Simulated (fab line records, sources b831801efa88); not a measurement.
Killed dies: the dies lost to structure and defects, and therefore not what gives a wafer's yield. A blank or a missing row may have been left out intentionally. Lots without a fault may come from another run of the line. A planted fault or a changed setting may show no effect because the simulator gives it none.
Which tool did it? / flow sky130 / 12 lots, 36 wafers sampled, at 5 steps of a route of 708

== WHAT THE GAUGES SHOWED, per wafer ==
SKY_FIELD_ISO_THK_MEAS_25. Usual: FIELD_ISO_CVD_24_THK 590 nm, standard deviation 5.1.
lot=L555; measured=day 3 09:34; on=film metro-01; FIELD_ISO_CVD_24_THK (nm)=597 597 585; flag=
lot=L556; measured=day 3 14:56; on=film metro-04; FIELD_ISO_CVD_24_THK (nm)=595 596 588; flag=
lot=L559; measured=day 4 15:56; on=film metro-04; FIELD_ISO_CVD_24_THK (nm)=589 588 596; flag=
lot=L560; measured=day 4 15:57; on=film metro-01; FIELD_ISO_CVD_24_THK (nm)=589 594 593; flag=
lot=L561; measured=day 4 16:01; on=film metro-04; FIELD_ISO_CVD_24_THK (nm)=583 597 594; flag=
lot=L562; measured=day 4 23:50; on=film metro-01; FIELD_ISO_CVD_24_THK (nm)=584 592 597; flag=
lot=L565; measured=day 5 11:58; on=film metro-01; FIELD_ISO_CVD_24_THK (nm)=592 584 592; flag=
lot=L567; measured=day 6 00:38; on=film metro-04; FIELD_ISO_CVD_24_THK (nm)=589 592 591; flag=
lot=L568; measured=day 6 08:34; on=film metro-04; FIELD_ISO_CVD_24_THK (nm)=591 577 583; flag=
lot=L570; measured=day 6 14:25; on=film metro-04; FIELD_ISO_CVD_24_THK (nm)=589 585 589; flag=
lot=L572; measured=day 7 01:07; on=film metro-01; FIELD_ISO_CVD_24_THK (nm)=589 588 599; flag=
lot=L573; measured=day 7 06:21; on=film metro-04; FIELD_ISO_CVD_24_THK (nm)=593 593 592; flag=

SKY_VT_ADJUST_HVTR_TW_MEAS_11. Usual: VT_ADJUST_HVTR_TW 210.1, standard deviation 1.4.
lot=L555; measured=day 10 18:07; on=film metro-01; VT_ADJUST_HVTR_TW=210.6 210.3 209.3; flag=
lot=L556; measured=day 11 02:55; on=film metro-02; VT_ADJUST_HVTR_TW=212.2 211.4 212.0; flag=
lot=L559; measured=day 12 17:25; on=film metro-04; VT_ADJUST_HVTR_TW=222.2 223.5 221.3; flag=OFF
lot=L560; measured=day 12 16:28; on=film metro-04; VT_ADJUST_HVTR_TW=222.2 221.0 221.2; flag=OFF
lot=L561; measured=day 12 17:34; on=film metro-01; VT_ADJUST_HVTR_TW=210.4 209.4 210.1; flag=
lot=L562; measured=day 13 05:44; on=film metro-02; VT_ADJUST_HVTR_TW=224.5 223.3 225.0; flag=OFF
lot=L565; measured=day 13 23:48; on=film metro-02; VT_ADJUST_HVTR_TW=212.6 212.3 211.7; flag=
lot=L567; measured=day 14 15:01; on=film metro-04; VT_ADJUST_HVTR_TW=207.3 208.3 207.2; flag=
lot=L568; measured=day 15 03:49; on=film metro-01; VT_ADJUST_HVTR_TW=210.0 210.0 209.3; flag=
lot=L570; measured=day 15 11:44; on=film metro-01; VT_ADJUST_HVTR_TW=210.1 210.3 209.8; flag=
lot=L572; measured=day 16 03:31; on=film metro-01; VT_ADJUST_HVTR_TW=208.8 209.4 208.6; flag=
lot=L573; measured=day 16 13:35; on=film metro-04; VT_ADJUST_HVTR_TW=209.1 209.8 209.1; flag=

SKY_POLY_GATE_OVL_MEAS_14. Usual: POLY_GATE_OVL -2 nm, standard deviation 5.6.
lot=L555; measured=day 17 19:47; on=overlay-01; POLY_GATE_OVL (nm)=4 -1 -2; flag=
lot=L556; measured=day 18 05:50; on=overlay-01; POLY_GATE_OVL (nm)=-2 10 5; flag=
lot=L559; measured=day 20 10:29; on=overlay-02; POLY_GATE_OVL (nm)=-2 5 2; flag=
lot=L560; measured=day 20 10:41; on=overlay-01; POLY_GATE_OVL (nm)=0 -7 1; flag=
lot=L561; measured=day 20 10:20; on=overlay-02; POLY_GATE_OVL (nm)=-11 -8 -11; flag=
lot=L562; measured=day 21 00:23; on=overlay-01; POLY_GATE_OVL (nm)=-8 -11 -4; flag=
lot=L565; measured=day 21 21:00; on=overlay-01; POLY_GATE_OVL (nm)=2 -1 -3; flag=
lot=L567; measured=day 22 10:26; on=overlay-02; POLY_GATE_OVL (nm)=-2 3 -10; flag=
lot=L568; measured=day 23 06:20; on=overlay-01; POLY_GATE_OVL (nm)=3 3 2; flag=
lot=L570; measured=day 23 13:20; on=overlay-01; POLY_GATE_OVL (nm)=-4 3 -1; flag=
lot=L572; measured=day 24 04:23; on=overlay-01; POLY_GATE_OVL (nm)=4 6 7; flag=
lot=L573; measured=day 24 18:02; on=overlay-02; POLY_GATE_OVL (nm)=2 -1 4; flag=

== WHICH TOOL RAN EACH LOT (tool, then ch and the chambers of the sampled wafers, then the start) ==
lot=L555; SKY_VT_ADJUST_HVTR_IMPLANT_09=implanter-04 ch 0, day 10 17:52; SKY_SONOS_ONO_STRIP_17=plasma asher-02 ch 0,1, day 14 01:58
lot=L556; SKY_VT_ADJUST_HVTR_IMPLANT_09=implanter-03 ch 0, day 11 02:40; SKY_SONOS_ONO_STRIP_17=plasma asher-02 ch 0,1, day 14 10:44
lot=L559; SKY_VT_ADJUST_HVTR_IMPLANT_09=implanter-03 ch 0, day 12 17:10; SKY_SONOS_ONO_STRIP_17=plasma asher-03 ch 0,1, day 16 05:58
lot=L560; SKY_VT_ADJUST_HVTR_IMPLANT_09=implanter-03 ch 0, day 12 16:14; SKY_SONOS_ONO_STRIP_17=plasma asher-02 ch 0,1, day 16 06:05
lot=L561; SKY_VT_ADJUST_HVTR_IMPLANT_09=implanter-01 ch 0, day 12 17:19; SKY_SONOS_ONO_STRIP_17=plasma asher-02 ch 0,1, day 16 07:58
lot=L562; SKY_VT_ADJUST_HVTR_IMPLANT_09=implanter-03 ch 0, day 13 05:29; SKY_SONOS_ONO_STRIP_17=plasma asher-02 ch 0,1, day 16 22:31
lot=L565; SKY_VT_ADJUST_HVTR_IMPLANT_09=implanter-04 ch 0, day 13 23:35; SKY_SONOS_ONO_STRIP_17=plasma asher-04 ch 0,1, day 17 16:03
lot=L567; SKY_VT_ADJUST_HVTR_IMPLANT_09=implanter-04 ch 0, day 14 14:46; SKY_SONOS_ONO_STRIP_17=plasma asher-03 ch 0,1, day 18 08:49
lot=L568; SKY_VT_ADJUST_HVTR_IMPLANT_09=implanter-04 ch 0, day 15 03:35; SKY_SONOS_ONO_STRIP_17=plasma asher-04 ch 1, day 19 02:01
lot=L570; SKY_VT_ADJUST_HVTR_IMPLANT_09=implanter-03 ch 0, day 15 11:31; SKY_SONOS_ONO_STRIP_17=plasma asher-03 ch 0,1, day 19 07:46
lot=L572; SKY_VT_ADJUST_HVTR_IMPLANT_09=implanter-04 ch 0, day 16 03:16; SKY_SONOS_ONO_STRIP_17=plasma asher-04 ch 0,1, day 20 01:47
lot=L573; SKY_VT_ADJUST_HVTR_IMPLANT_09=implanter-03 ch 0, day 16 13:20; SKY_SONOS_ONO_STRIP_17=plasma asher-03 ch 1, day 20 13:05
- SKY_VT_ADJUST_HVTR_IMPLANT_09
- SKY_SONOS_ONO_STRIP_17: strips in O2/N2.

== WHAT THE TOOLS THEMSELVES READ (means of the sampled wafers that have a number; where no wafer has one, the mark that the record gives instead) ==
SKY_VT_ADJUST_HVTR_IMPLANT_09. Usual: beam on s 10.02 s, standard deviation 0.19; end station pressure torr 5.04e-06 Torr, standard deviation 2.8e-07; faraday current uA 11.83, standard deviation 0.23.
lot=L555; tool=implanter-04; beam on s (s)=9.92; end station pressure torr (Torr)=5.33e-06; faraday current uA=11.93; flag=
lot=L556; tool=implanter-03; beam on s (s)=9.92; end station pressure torr (Torr)=4.96e-06; faraday current uA=11.93; flag=
lot=L559; tool=implanter-03; beam on s (s)=12.27; end station pressure torr (Torr)=9.89e-05; faraday current uA=9.74; flag=OFF
lot=L560; tool=implanter-03; beam on s (s)=12.31; end station pressure torr (Torr)=1.07e-04; faraday current uA=9.68; flag=OFF
lot=L561; tool=implanter-01; beam on s (s)=10.04; end station pressure torr (Torr)=5.13e-06; faraday current uA=11.80; flag=
lot=L562; tool=implanter-03; beam on s (s)=12.37; end station pressure torr (Torr)=1.04e-04; faraday current uA=9.68; flag=OFF
lot=L565; tool=implanter-04; beam on s (s)=9.97; end station pressure torr (Torr)=5.16e-06; faraday current uA=11.89; flag=
lot=L567; tool=implanter-04; beam on s (s)=10.07; end station pressure torr (Torr)=5.13e-06; faraday current uA=11.76; flag=
lot=L568; tool=implanter-04; beam on s (s)=10.04; end station pressure torr (Torr)=5.10e-06; faraday current uA=11.79; flag=
lot=L570; tool=implanter-03; beam on s (s)=9.82; end station pressure torr (Torr)=5.32e-06; faraday current uA=12.06; flag=
lot=L572; tool=implanter-04; beam on s (s)=10.10; end station pressure torr (Torr)=5.21e-06; faraday current uA=11.73; flag=
lot=L573; tool=implanter-03; beam on s (s)=10.00; end station pressure torr (Torr)=5.16e-06; faraday current uA=11.85; flag=

SKY_SONOS_ONO_STRIP_17. Usual: drypump motor current A 5.4 A, standard deviation 0.42; oes product au 0.711 a.u., standard deviation 0.0044; strip time to endpoint s 14.10 s, standard deviation 0.043.
lot=L555; tool=plasma asher-02; drypump motor current A (A)=5.6; oes product au (a.u.)=0.709; strip time to endpoint s (s)=14.13; flag=
lot=L556; tool=plasma asher-02; drypump motor current A (A)=5.7; oes product au (a.u.)=0.713; strip time to endpoint s (s)=14.16; flag=
lot=L559; tool=plasma asher-03; drypump motor current A (A)=5.9; oes product au (a.u.)=0.706; strip time to endpoint s (s)=14.06; flag=
lot=L560; tool=plasma asher-02; drypump motor current A (A)=5.7; oes product au (a.u.)=0.712; strip time to endpoint s (s)=14.05; flag=
lot=L561; tool=plasma asher-02; drypump motor current A (A)=5.5; oes product au (a.u.)=0.710; strip time to endpoint s (s)=14.06; flag=
lot=L562; tool=plasma asher-02; drypump motor current A (A)=5.5; oes product au (a.u.)=0.709; strip time to endpoint s (s)=14.16; flag=
lot=L565; tool=plasma asher-04; drypump motor current A (A)=4.9; oes product au (a.u.)=0.709; strip time to endpoint s (s)=14.20; flag=
lot=L567; tool=plasma asher-03; drypump motor current A (A)=5.9; oes product au (a.u.)=0.711; strip time to endpoint s (s)=14.09; flag=
lot=L568; tool=plasma asher-04; drypump motor current A (A)=4.7; oes product au (a.u.)=0.710; strip time to endpoint s (s)=14.06; flag=
lot=L570; tool=plasma asher-03; drypump motor current A (A)=5.9; oes product au (a.u.)=0.710; strip time to endpoint s (s)=14.06; flag=
lot=L572; tool=plasma asher-04; drypump motor current A (A)=5.0; oes product au (a.u.)=0.713; strip time to endpoint s (s)=14.06; flag=
lot=L573; tool=plasma asher-03; drypump motor current A (A)=5.6; oes product au (a.u.)=0.712; strip time to endpoint s (s)=14.11; flag=

== THE ANSWER, worked out from the rows above alone ==
Rule: a lot counts as off when the mean over its wafers that have a number is more than 3 standard deviations away from the usual mean. A lot without any number at a reading at which 4 lots or more have one is off too. All remaining lots with rows at the step are treated as sound. First the gauges in route order, then the tools' own readings, where a lot's mean is used as printed above. At the first step where some lot is off, the reading lying furthest off is the one used; lots without a number count as furthest.
Off: L559, L560, L562, at SKY_VT_ADJUST_HVTR_TW_MEAS_11 (VT_ADJUST_HVTR_TW).
A tool fits if, at a process step before that reading, it ran every lot that is off, and no sound lot after the first of them. Not tried: the gauges at SKY_VT_ADJUST_HVTR_TW_MEAS_11; whatever is off there is also off at SKY_VT_ADJUST_HVTR_IMPLANT_09, on other tools, and gauge error can't account for it. Of those tried, none fits.

== WHAT HAD BEEN PUT IN BY THE SIMULATOR ==
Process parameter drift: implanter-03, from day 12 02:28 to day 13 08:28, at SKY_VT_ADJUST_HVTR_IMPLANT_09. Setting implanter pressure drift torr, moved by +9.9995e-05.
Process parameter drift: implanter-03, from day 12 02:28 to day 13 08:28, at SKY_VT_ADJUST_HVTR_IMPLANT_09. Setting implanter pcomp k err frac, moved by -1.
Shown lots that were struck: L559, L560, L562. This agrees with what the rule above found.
